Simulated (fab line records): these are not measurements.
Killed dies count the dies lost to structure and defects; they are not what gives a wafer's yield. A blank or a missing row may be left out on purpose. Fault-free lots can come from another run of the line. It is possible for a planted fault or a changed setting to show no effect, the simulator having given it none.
Code-filled problem report in 8D (eight disciplines) form    flow sky130    the parts of the form that need people (team, actions taken, sign-off) are left out

1. WHAT IS WRONG
Mean of strip-time-to-endpoint-s at SKY_POLY_CUT_STRIP_12: 4.827 s across 6 wafers in 2 lots; on wafers with no fault it is 5.343 s (standard deviation 0.015). That puts it -34 standard deviations away from the usual mean.
The step: strips in O2/N2.
Earliest sighting: wafer L417.1 on plasma-asher-01 at day 29 03:44. The record holds 39 wafers of 13 lots with a number at this step. By rule, "out" or "out of limits" means more than 4 standard deviations away from the usual mean. The rest of the wafers with a number are treated as sound.

2. WHAT IT IS, AND WHAT IT ISN'T
question                     is                        is not
which readings at this step  strip-time-to-endpoint-s  drypump-motor-current-A
which lots                   L417, L419                L406, L407, L408, L409, L410, L411, L412, L416, L425, L426, L427
which wafers of those lots   all that have a number    -
read on which tools          plasma-asher-01           plasma-asher-02, plasma-asher-04
when                         from day 29 03:44         up to then (24 sound wafers); but 9 sound wafers of L425, L426, L427 came after

3. SUSPECTS, AND WHAT RULES EACH OUT
Counting: any tool at a process step up to the reading is kept as a suspect provided that every lot that is out went through it and no sound lot did after the first of them.
- litho-track-04 at SKY_POLY_CUT_COAT_03 (resist thk 450 nm): kept. Every lot that is out went through it, starting with L417 (day 28 13:00), and after that it ran no sound lot; the last sound lot it ran before then is L411 (day 25 04:00).
- plasma-asher-01 at SKY_POLY_CUT_STRIP_12 (strips in O2/N2): kept. Every lot that is out went through it, starting with L417 (day 29 03:44), and after that it ran no sound lot; the last sound lot it ran before then is L416 (day 27 20:19). Out on those wafers are its own readings of strip-time-to-endpoint-s.
After counting, litho-track-04 at SKY_POLY_CUT_COAT_03 and plasma-asher-01 at SKY_POLY_CUT_STRIP_12 remain.

4. THE CAUSE (what the simulator had put in)
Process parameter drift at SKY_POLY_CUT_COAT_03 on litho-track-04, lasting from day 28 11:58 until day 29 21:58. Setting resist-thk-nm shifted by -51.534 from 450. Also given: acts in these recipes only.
After counting, 2 suspects remain, this tool included.

5. THE EFFECT CHAIN, in route order
Each row: a reading whose mean over the struck wafers that have a number lies more than 3 standard deviations from the usual. Only readings whose record carries a usual standard deviation are examined. hours: median over the lots of the time between each lot's start at the first step of this table that gives one and its start at this step. sigmas: the change, counted in usual standard deviations.
hours  step                   reading                   usual       on struck wafers  change  sigmas
0      SKY_POLY_CUT_STRIP_12  oes-product-au            0.452 a.u.  0.431             -0.021  -4.7
0      SKY_POLY_CUT_STRIP_12  strip-time-to-endpoint-s  5.343 s     4.827             -0.516  -34
It contains these process steps:
- SKY_POLY_CUT_STRIP_12: strips in O2/N2.
At these later measuring or inspecting steps, every struck wafer for which the step has a row has a number for every such reading, and none has moved that far: SKY_SD_N_OVL_MEAS_08.

6. WHAT WOULD HAVE CAUGHT IT SOONER
16 hours passed between the start of the fault at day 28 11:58 and the first reading out of limits in this record, taken at day 29 03:44.
Of the lots that are out (2), L419 began SKY_POLY_CUT_COAT_03 on litho-track-04 after day 29 03:44. It would have been spared by a hold on the tool at that moment.
